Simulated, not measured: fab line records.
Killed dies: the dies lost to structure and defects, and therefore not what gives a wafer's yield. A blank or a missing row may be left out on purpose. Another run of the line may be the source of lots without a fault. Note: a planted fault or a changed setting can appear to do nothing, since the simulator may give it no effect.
fab line records    flow sky130
record lots=6  wafers=18  lastDay=50
route steps=708 shown VT_ADJUST_LVTN@104 VT_ADJUST_NCORE@119 PAD_OPEN@708
lots that met no fault: taken from a fault-free run of the same line
startH: start of the lot's first displayed wafer, in hours after the record's first day    waitH: how many hours have passed since the lot's step before this one    " unchanged from the row above    L1.1+2: a row that stands for several wafers    - no value, or no start given    * or withheld: withheld    < > ~ a bound
route shown NAME@n: a module of which the file shows steps, and the number in the route of the first    usual: average and standard deviation across the fault-free wafers    same: alike in all rows    chamber/n: place in a boat    sites: the reading at each site    _std_site: the values' standard deviation    _edge_site: inner sites' mean taken away from outer sites' mean    radiusMm: how far each site lies from the wafer's centre    mask NAME#n: copy n    behind: the tool/chamber that last shaped the wafer    hold: reason for holding the lot/hours on hold/outcome of the hold    device: whichever transistor did not switch (one of n, p or np)    end of line: the tests these same wafers got at the end of their route    a step given without rows: its recipe and nothing more    killed: count of dies lost to structure and defects at first sort (not the wafer's yield)    map: dies across one wafer; x = killed, . = not, _ = none there
set.NAME: the run value of the setting; set.NAME@STEP: its run value at that earlier step    model.NAME: the simulator's own value behind a step, which no gauge read
certain route steps with their lots: each step a table, each wafer a row
services: a tool's chamber out of use, with start hour (startH, from the record's first day; less than 0 if before it), hours out, and reason
## steps
# step SKY_VT_ADJUST_LVTN_OVL_MEAS_07
# usual VT_ADJUST_LVTN_OVL=1.3/1.4
lot.wafer  tool        chamber  startH  waitH  VT_ADJUST_LVTN_OVL[nm]
L528.2     overlay-01  -        233.97  -      1.6
L528.5     "           -        "       "      0.7
L528.6     "           -        "       "      -1.0
L529.2     overlay-02  -        244.20  -      1.3
L529.3     "           -        "       "      1.3
L529.4     "           -        "       "      2.9
L531.2     overlay-01  -        250.85  -      1.0
L531.4     "           -        "       "      1.6
L531.6     "           -        "       "      2.9
L532.2     overlay-01  -        258.92  -      3.1
L532.4     "           -        "       "      1.9
L532.5     "           -        "       "      2.5
L533.2     overlay-02  -        261.35  -      3.5
L533.5     "           -        "       "      2.9
L533.6     "           -        "       "      1.6
L536.2     overlay-02  -        286.10  -      1.2
L536.3     "           -        "       "      3.0
L536.5     "           -        "       "      -0.3
# step SKY_VT_ADJUST_LVTN_IMPLANT_08
# recipe species=B  energyKev=30  doseCm2=1.57e+12  tiltDeg=withheld
# step SKY_VT_ADJUST_LVTN_STRIP_09
# recipe chemistry=O2/N2  powerW=1400  pressureMtorr=1500  platenTempC=withheld  o2FlowSccm=3000  n2FlowSccm=300  overashFraction=0.5
# usual chamberPressureMTorr=1499.9/1.3  drypumpMotorCurrentA=5.6/0.54  oesProductAu=0.723/0.0044  stripTimeToEndpointS=37.10/0.11
lot.wafer  tool            chamber  startH  waitH  chamberPressureMTorr  drypumpMotorCurrentA  oesProductAu  rfHoursCounterH  stripTimeToEndpointS
L528.2     plasmaAsher-02  1        234.15  0.1    1499.8                6.4                   0.722         42               37.02
L528.5     "               1        "       "      1500.2                6.4                   0.716         -                37.11
L528.6     "               0        "       "      1500.0                5.8                   0.719         -                37.04
L529.2     plasmaAsher-02  1        244.38  0.1    1499.7                6.4                   0.722         43               37.00
L529.3     "               1        "       "      1499.1                6.4                   0.724         -                36.93
L529.4     "               0        "       "      1499.6                5.8                   0.729         -                36.95
L531.2     plasmaAsher-02  0        251.03  0.1    1498.3                5.8                   0.720         43               37.10
L531.4     "               1        "       "      1502.6                6.4                   0.723         -                37.16
L531.6     "               0        "       "      1501.5                5.9                   0.716         -                37.13
L532.2     plasmaAsher-03  1        259.10  0.1    1498.6                4.9                   0.730         14               37.22
L532.4     "               0        "       "      1497.3                4.9                   0.720         -                37.27
L532.5     "               1        "       "      1500.1                4.9                   0.718         -                37.25
L533.2     plasmaAsher-04  0        261.53  0.1    1495.9                5.7                   0.718         55               37.01
L533.5     "               1        "       "      1501.0                5.2                   0.727         -                37.09
L533.6     "               0        "       "      1499.3                5.7                   0.725         -                37.04
L536.2     plasmaAsher-03  1        286.28  0.1    1501.5                4.9                   0.723         15               36.91
L536.3     "               0        "       "      1501.5                4.9                   0.721         -                36.92
L536.5     "               0        "       "      1499.5                4.9                   0.717         -                36.98
# step SKY_VT_ADJUST_LVTN_TW_MEAS_10
# usual VT_ADJUST_LVTN_TW=242.6/1.5
lot.wafer  tool          chamber  startH  waitH  VT_ADJUST_LVTN_TW
L528.2     filmMetro-01  -        234.26  0.1    239.4
L528.5     "             -        "       "      241.5
L528.6     "             -        "       "      241.3
L529.2     filmMetro-01  -        244.49  0.1    243.5
L529.3     "             -        "       "      243.2
L529.4     "             -        "       "      242.8
L531.2     filmMetro-01  -        251.14  0.1    243.6
L531.4     "             -        "       "      244.0
L531.6     "             -        "       "      243.6
L532.2     filmMetro-03  -        259.21  0.1    244.4
L532.4     "             -        "       "      241.6
L532.5     "             -        "       "      244.0
L533.2     filmMetro-03  -        261.64  0.1    242.1
L533.5     "             -        "       "      242.9
L533.6     "             -        "       "      243.0
L536.2     filmMetro-02  -        286.39  0.1    244.3
L536.3     "             -        "       "      243.6
L536.5     "             -        "       "      242.7
# step SKY_VT_ADJUST_LVTN_DEHYDRATE_11
# recipe tempC=200  timeS=60
# step SKY_VT_ADJUST_LVTN_HMDS_12
# recipe primeTimeS=60  primeTempC=120
# step SKY_VT_ADJUST_LVTN_COAT_13
# recipe resist=NOVOLAK  spinRpm=3000  resistThkNm=1140
# step SKY_VT_ADJUST_LVTN_SOFTBAKE_14
# recipe tempC=90  timeS=60  resist=NOVOLAK
# step SKY_VT_ADJUST_LVTN_EXPOSE_15
# recipe maskId=HVN_STD_DERIVED  na=0.6  sourceShape=conventional  sigmaOuter=0.6  polarization=unpolarized  targetCdNm=600  doseMj=163
# step SKY_VT_ADJUST_LVTN_PEB_16
# recipe tempC=withheld  timeS=*  resist=NOVOLAK
# step SKY_VT_ADJUST_LVTN_DEVELOP_17
# recipe resist=NOVOLAK  developer=TMAH  developTimeS=60  devTempC=23
# step SKY_VT_ADJUST_LVTN_OVL_MEAS_18
# usual VT_ADJUST_LVTN_01_OVL=0.7/1.5
lot.wafer  tool        chamber  startH  waitH  VT_ADJUST_LVTN_01_OVL[nm]
L528.2     overlay-02  -        257.32  0.1    -0.8
L528.5     "           -        "       "      2.2
L528.6     "           -        "       "      1.1
L529.2     overlay-01  -        268.50  0.1    3.1
L529.3     "           -        "       "      3.0
L529.4     "           -        "       "      0.2
L531.2     overlay-02  -        274.98  0.1    1.5
L531.4     "           -        "       "      1.9
L531.6     "           -        "       "      0.8
L532.2     overlay-01  -        283.17  0.1    0.7
L532.4     "           -        "       "      0.7
L532.5     "           -        "       "      -0.2
L533.2     overlay-02  -        285.63  0.1    2.5
L533.5     "           -        "       "      1.4
L533.6     "           -        "       "      2.5
L536.2     overlay-01  -        312.12  0.1    1.6
L536.3     "           -        "       "      1.9
L536.5     "           -        "       "      2.1
# step SKY_VT_ADJUST_LVTN_IMPLANT_19
# recipe species=B  energyKev=30  doseCm2=6.5e+11  tiltDeg=withheld
# usual doseIonsCm2=6.5e+11/7.5e+08  faradayCurrentUA=3.66/0.07
lot.wafer  tool          chamber  startH  waitH  doseIonsCm2  faradayCurrentUA
L528.2     implanter-02  0        257.37  0.0    6.516e+11    3.69
L528.5     "             0        "       "      6.516e+11    3.71
L528.6     "             0        "       "      6.509e+11    3.73
L529.2     implanter-04  0        268.56  0.0    6.499e+11    3.67
L529.3     "             0        "       "      6.494e+11    3.67
L529.4     "             0        "       "      6.506e+11    3.77
L531.2     implanter-02  0        275.03  0.0    9.999e+11    5.75
L531.4     "             0        "       "      9.999e+11    5.57
L531.6     "             0        "       "      9.999e+11    5.71
L532.2     implanter-02  0        283.22  0.0    9.986e+11    5.94
L532.4     "             0        "       "      9.996e+11    5.56
L532.5     "             0        "       "      9.987e+11    5.72
L533.2     implanter-01  0        285.68  0.0    6.511e+11    3.62
L533.5     "             0        "       "      6.514e+11    3.69
L533.6     "             0        "       "      6.507e+11    3.64
L536.2     implanter-01  0        312.17  0.0    6.493e+11    3.62
L536.3     "             0        "       "      6.501e+11    3.70
L536.5     "             0        "       "      6.497e+11    3.69
# step SKY_VT_ADJUST_LVTN_STRIP_20
# recipe chemistry=O2/N2  powerW=1400  pressureMtorr=1500  platenTempC=withheld  o2FlowSccm=3000  n2FlowSccm=300  overashFraction=0.5
# usual chamberPressureMTorr=1500.1/1.3  drypumpMotorCurrentA=5.5/0.53  oesProductAu=0.715/0.0046  stripTimeToEndpointS=14.21/0.041
lot.wafer  tool            chamber  startH  waitH  chamberPressureMTorr  drypumpMotorCurrentA  oesProductAu  rfHoursCounterH  stripTimeToEndpointS
L528.2     plasmaAsher-04  0        257.50  0.1    1498.8                5.7                   0.710         55               14.17
L528.5     "               0        "       "      1500.1                5.7                   0.720         -                14.21
L528.6     "               1        "       "      1501.0                5.2                   0.712         -                14.22
L529.2     plasmaAsher-04  0        268.68  0.1    1499.2                5.7                   0.717         56               14.22
L529.3     "               1        "       "      1498.0                5.2                   0.722         -                14.26
L529.4     "               0        "       "      1498.8                5.7                   0.715         -                14.21
L531.2     plasmaAsher-04  1        275.16  0.1    1500.5                5.2                   0.711         57               14.13
L531.4     "               1        "       "      1499.5                5.2                   0.713         -                14.17
L531.6     "               0        "       "      1499.4                5.7                   0.722         -                14.20
L532.2     plasmaAsher-04  1        283.35  0.1    1501.8                5.2                   0.710         58               14.19
L532.4     "               1        "       "      1499.1                5.2                   0.717         -                14.21
L532.5     "               0        "       "      1500.2                5.7                   0.714         -                14.20
L533.2     plasmaAsher-03  0        285.81  0.1    1502.9                4.9                   0.713         15               14.16
L533.5     "               1        "       "      1499.8                4.9                   0.721         -                14.20
L533.6     "               0        "       "      1499.7                4.9                   0.717         -                14.17
L536.2     plasmaAsher-02  0        312.30  0.1    1499.4                5.9                   0.727         51               14.22
L536.3     "               1        "       "      1501.2                6.3                   0.718         -                14.27
L536.5     "               0        "       "      1499.3                5.8                   0.717         -                14.22
# step SKY_VT_ADJUST_LVTN_TW_MEAS_21
# usual VT_ADJUST_LVTN_2_TW=188.2/1.3
lot.wafer  tool          chamber  startH  waitH  VT_ADJUST_LVTN_2_TW
L528.2     filmMetro-03  -        257.61  0.1    188.6
L528.5     "             -        "       "      189.4
L528.6     "             -        "       "      189.5
L529.2     filmMetro-01  -        268.79  0.1    188.8
L529.3     "             -        "       "      188.7
L529.4     "             -        "       "      188.7
L531.2     filmMetro-03  -        275.27  0.1    210.5
L531.4     "             -        "       "      210.0
L531.6     "             -        "       "      210.8
L532.2     filmMetro-03  -        283.46  0.1    211.5
L532.4     "             -        "       "      210.2
L532.5     "             -        "       "      210.9
L533.2     filmMetro-03  -        285.92  0.1    186.9
L533.5     "             -        "       "      186.3
L533.6     "             -        "       "      185.8
L536.2     filmMetro-03  -        312.41  0.1    187.9
L536.3     "             -        "       "      187.3
L536.5     "             -        "       "      186.5
# step SKY_VT_ADJUST_NCORE_DEHYDRATE_00
# recipe tempC=200  timeS=60
# step SKY_PAD_OPEN_PROBE_99
# usual killed_at_M0_to_M3=44/7.2  killed_at_M4_up=3.2/1.8  killedAtContacts=24/5.4  killedAtFrontEnd=15/4  killedAtOther=0.3/0.56  killedDies=87/9.2  killedOpen=47/7.3  killedShort=39/5.7
# same grossDies=492  killedAtBackSide=0
lot.wafer  tool       chamber  startH   waitH  killed_at_M0_to_M3  killed_at_M4_up  killedAtContacts  killedAtFrontEnd  killedAtOther  killedDies  killedOpen  killedShort  model.etest.resPwellUnderGate.rsOhmSq  model.etest.tip_n_5v.rsOhmSq  model.etest.nfetG5v0d10v5.bodyRiseV  model.etest.nfet_16v.bodyRiseV  model.etest.nfetG5v0d10v5.vtSatV  model.etest.nfetG5v0d10v5.vtV  model.etest.nfet_16v.vtV  model.etest.nfetG5v0d10v5.vtLongV
L528.2     prober-02  -        1158.62  0.1    44                  5                22                20                0              91          50          40           2283                                   1361                          0.6403                               0.6319                          0.7392                            0.7994                         0.7467                    0.7919
L528.5     prober-02  -        1158.77  0.2    41                  4                35                20                0              100         53          45           2272                                   1352                          0.6297                               0.6196                          0.7391                            0.7977                         0.7359                    0.7807
L528.6     prober-02  -        1158.82  0.2    37                  1                26                17                0              81          41          38           2281                                   1358                          0.6268                               0.6174                          0.7398                            0.7969                         0.7367                    0.7818
L529.2     prober-01  -        1161.34  0.1    43                  5                26                18                0              92          47          45           2275                                   1346                          0.6399                               0.6271                          0.7411                            0.7977                         0.7325                    0.7766
L529.3     prober-01  -        1161.39  0.2    38                  8                18                17                0              81          52          29           2271                                   1344                          0.6314                               0.6224                          0.7282                            0.7816                         0.7222                    0.7617
L529.4     prober-01  -        1161.44  0.2    50                  5                19                16                1              91          46          44           2261                                   1354                          0.6306                               0.6217                          0.7295                            0.7832                         0.7206                    0.7665
L531.2     prober-01  -        1170.68  0.1    38                  4                29                21                0              92          46          45           2205                                   1391                          0.6983                               0.6859                          0.7741                            0.8245                         0.7626                    0.8046
L531.4     prober-01  -        1170.78  0.2    39                  4                28                22                0              93          45          47           2196                                   1372                          0.6912                               0.6784                          0.774                             0.8224                         0.7555                    0.7995
L531.6     prober-01  -        1170.88  0.2    34                  2                24                16                0              76          39          35           2218                                   1371                          0.6922                               0.6796                          0.7826                            0.8288                         0.7612                    0.8083
L532.2     prober-02  -        1173.82  0.1    48                  2                25                12                0              87          53          34           2211                                   1395                          0.6713                               0.663                           0.7724                            0.8181                         0.7471                    0.7859
L532.4     prober-02  -        1173.92  0.2    41                  1                19                18                0              79          40          39           2206                                   1388                          0.6722                               0.66                            0.7629                            0.8063                         0.7368                    0.7825
L532.5     prober-02  -        1173.97  0.2    50                  3                27                10                0              90          46          44           2193                                   1408                          0.6687                               0.6571                          0.7657                            0.8104                         0.7362                    0.7778
L533.2     prober-01  -        1178.56  0.1    38                  0                29                13                1              81          50          31           2257                                   1354                          0.6354                               0.6235                          0.7255                            0.7811                         0.7226                    0.7662
L533.5     prober-01  -        1178.71  0.2    55                  4                31                10                0              100         61          39           2256                                   1361                          0.6359                               0.6291                          0.7414                            0.7974                         0.7343                    0.774
L533.6     prober-01  -        1178.76  0.2    49                  0                27                11                0              87          58          29           2261                                   1346                          0.6307                               0.6199                          0.7337                            0.7867                         0.7253                    0.7698
L536.2     prober-02  -        1191.69  0.1    29                  2                20                14                1              66          36          30           2294                                   1350                          0.6296                               0.621                           0.7369                            0.7921                         0.7242                    0.7685
L536.3     prober-02  -        1191.74  0.2    40                  7                21                17                0              85          35          50           2298                                   1354                          0.6327                               0.6215                          0.7408                            0.7961                         0.7309                    0.7734
L536.5     prober-02  -        1191.84  0.2    44                  0                25                17                0              86          50          36           2299                                   1359                          0.6333                               0.6256                          0.7597                            0.8089                         0.7391                    0.7805
# killed by level:class
L528.2 VIA1:geometricParticle:open=14 VIA2:geometricParticle:open=8 LI_CONTACT:geometricParticle:open=6 FIELD_ISO:geometricParticle:open=5 CONTACT:geometricParticle:open=5 METAL1:geometricParticle:short=5 VIA1:geometricParticle:short=5 FIELD_ISO:geometricParticle:short=4
L528.5 LI_CONTACT:geometricParticle:open=11 VIA1:geometricParticle:open=11 CONTACT:geometricParticle:open=9 CONTACT:geometricParticle:short=8 METAL1:geometricParticle:short=6 VIA3:geometricParticle:short=6 FIELD_ISO:geometricParticle:short=5 POLY_GATE:geometricParticle:open=5
L528.6 LI_CONTACT:geometricParticle:open=9 VIA1:geometricParticle:open=9 POLY_GATE:geometricParticle:short=8 CONTACT:geometricParticle:short=6 CONTACT:geometricParticle:open=6 METAL2:geometricParticle:short=5 VIA2:geometricParticle:open=5 VIA3:geometricParticle:short=4
L529.2 LI_CONTACT:geometricParticle:open=9 METAL1:geometricParticle:short=8 VIA2:geometricParticle:open=7 CONTACT:geometricParticle:short=6 VIA3:geometricParticle:open=6 CONTACT:geometricParticle:open=5 VIA1:geometricParticle:open=5 VIA3:geometricParticle:short=5
L529.3 CONTACT:geometricParticle:open=9 VIA1:geometricParticle:open=9 METAL1:geometricParticle:open=6 LI_CONTACT:geometricParticle:open=5 METAL4:geometricParticle:short=5 VIA3:geometricParticle:open=5 FIELD_ISO:geometricParticle:short=4 VIA1:geometricParticle:short=4
L529.4 VIA1:geometricParticle:open=18 METAL1:geometricParticle:short=7 POLY_GATE:geometricParticle:short=6 CONTACT:geometricParticle:open=6 VIA2:geometricParticle:open=5 METAL2:geometricParticle:short=5 POLY_GATE:geometricParticle:open=4 LOCAL_INTERCONNECT:geometricParticle:short=4
L531.2 VIA1:geometricParticle:open=10 FIELD_ISO:geometricParticle:short=9 CONTACT:geometricParticle:open=8 LI_CONTACT:geometricParticle:open=6 VIA2:geometricParticle:open=6 LOCAL_INTERCONNECT:geometricParticle:short=5 CONTACT:geometricParticle:short=5 METAL2:geometricParticle:short=5
L531.4 VIA1:geometricParticle:open=8 METAL2:geometricParticle:short=7 POLY_GATE:geometricParticle:short=6 LI_CONTACT:geometricParticle:open=6 LOCAL_INTERCONNECT:geometricParticle:short=6 CONTACT:geometricParticle:open=6 VIA3:geometricParticle:open=6 CONTACT:geometricParticle:short=5
L531.6 CONTACT:geometricParticle:open=12 VIA1:geometricParticle:open=7 VIA3:geometricParticle:open=5 FIELD_ISO:geometricParticle:short=4 LI_CONTACT:geometricParticle:open=4 VIA1:geometricParticle:short=4 METAL2:geometricParticle:short=4 POLY_GATE:geometricParticle:short=3
L532.2 VIA1:geometricParticle:open=14 CONTACT:geometricParticle:open=10 FIELD_ISO:geometricParticle:open=6 CONTACT:geometricParticle:short=6 VIA1:geometricParticle:short=6 VIA3:geometricParticle:open=6 LI_CONTACT:geometricParticle:open=5 VIA2:geometricParticle:open=5
L532.4 VIA1:geometricParticle:short=8 CONTACT:geometricParticle:open=8 VIA2:geometricParticle:open=7 CONTACT:geometricParticle:short=6 POLY_GATE:geometricParticle:open=5 VIA1:geometricParticle:open=5 METAL2:geometricParticle:short=5 VIA3:geometricParticle:open=5
L532.5 VIA2:geometricParticle:open=11 VIA1:geometricParticle:open=9 CONTACT:geometricParticle:short=7 VIA3:geometricParticle:open=7 LOCAL_INTERCONNECT:geometricParticle:short=6 CONTACT:geometricParticle:open=6 METAL1:geometricParticle:short=5 LI_CONTACT:geometricParticle:open=4
L533.2 CONTACT:geometricParticle:open=10 VIA1:geometricParticle:open=10 VIA3:geometricParticle:open=9 LI_CONTACT:geometricParticle:open=7 CONTACT:geometricParticle:short=6 METAL2:geometricParticle:short=6 LI_CONTACT:geometricParticle:short=5 FIELD_ISO:geometricParticle:open=4
L533.5 VIA1:geometricParticle:open=15 CONTACT:geometricParticle:open=12 VIA2:geometricParticle:open=12 VIA3:geometricParticle:open=8 LI_CONTACT:geometricParticle:short=6 CONTACT:geometricParticle:short=6 METAL1:geometricParticle:short=6 LI_CONTACT:geometricParticle:open=4
L533.6 VIA1:geometricParticle:open=16 LI_CONTACT:geometricParticle:open=10 CONTACT:geometricParticle:open=10 VIA3:geometricParticle:open=7 VIA1:geometricParticle:short=5 VIA2:geometricParticle:open=5 FIELD_ISO:geometricParticle:open=4 METAL2:geometricParticle:short=4
L536.2 CONTACT:geometricParticle:open=7 LI_CONTACT:geometricParticle:open=6 VIA1:geometricParticle:open=6 VIA2:geometricParticle:open=5 CONTACT:geometricParticle:short=4 METAL3:geometricParticle:short=4 FIELD_ISO:geometricParticle:short=3 POLY_GATE:geometricParticle:open=3
L536.3 CONTACT:geometricParticle:open=9 VIA3:geometricParticle:open=8 METAL1:geometricParticle:short=7 VIA1:geometricParticle:short=7 LOCAL_INTERCONNECT:geometricParticle:short=6 METAL4:geometricParticle:short=6 POLY_GATE:geometricParticle:short=5 LI_CONTACT:geometricParticle:open=4
L536.5 LI_CONTACT:geometricParticle:open=13 VIA1:geometricParticle:open=13 VIA2:geometricParticle:open=11 LOCAL_INTERCONNECT:geometricParticle:short=5 METAL3:geometricParticle:short=5 SPACER:geometricParticle:short=4 CONTACT:geometricParticle:short=4 VIA3:geometricParticle:short=4
## services
tool            chamber  startH  hours  kind
implanter-02    -        215.18  1.3    repair
implanter-01    -        218.01  3.5    repair
implanter-02    -        233.37  3.3    repair
plasmaAsher-03  -        239.85  1.7    repair
implanter-04    -        246.49  0.7    repair
plasmaAsher-03  -        262.27  14.6   pm
plasmaAsher-04  -        301.40  1.2    repair
plasmaAsher-03  -        304.46  11.6   repair
## key
firstSign step=SKY_VT_ADJUST_LVTN_IMPLANT_19  reading=doseIonsCm2  direction=up  sigmas=99+  usual=*  struck=*
effect step=SKY_VT_ADJUST_LVTN_IMPLANT_19  reading=faradayCurrentUA  direction=up  sigmas=29  usual=3.66  struck=5.71
effect step=SKY_VT_ADJUST_LVTN_TW_MEAS_21  reading=VT_ADJUST_LVTN_2_TW  direction=up  sigmas=18  usual=188.2  struck=210.7
modelEffect step=SKY_PAD_OPEN_PROBE_99  value=etest.resPwellUnderGate.rsOhmSq  without=2265  struck=2205
metAt SKY_VT_ADJUST_LVTN_IMPLANT_19
struckWafers L531.2,L531.4,L531.6,L532.2,L532.4,L532.5
testerLeftOut L531,L532
onsetBetween 257.37 275.03
fault kind=processParameterDrift  tool=implanter-02  chamber=-  onsetH=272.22  steps=SKY_VT_ADJUST_LVTN_IMPLANT_19  channel=doseCm2  offset=*  shape=step  endH=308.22  actsIn=*  stated=*
# testerLeftOut: of these lots the tester's yield and bins aren't shown, on N5 and GAA mostly nor the transistor test; their killed dies are dies lost to structure and defects alone, not to doping, threshold or leakage, so they don't give the yield
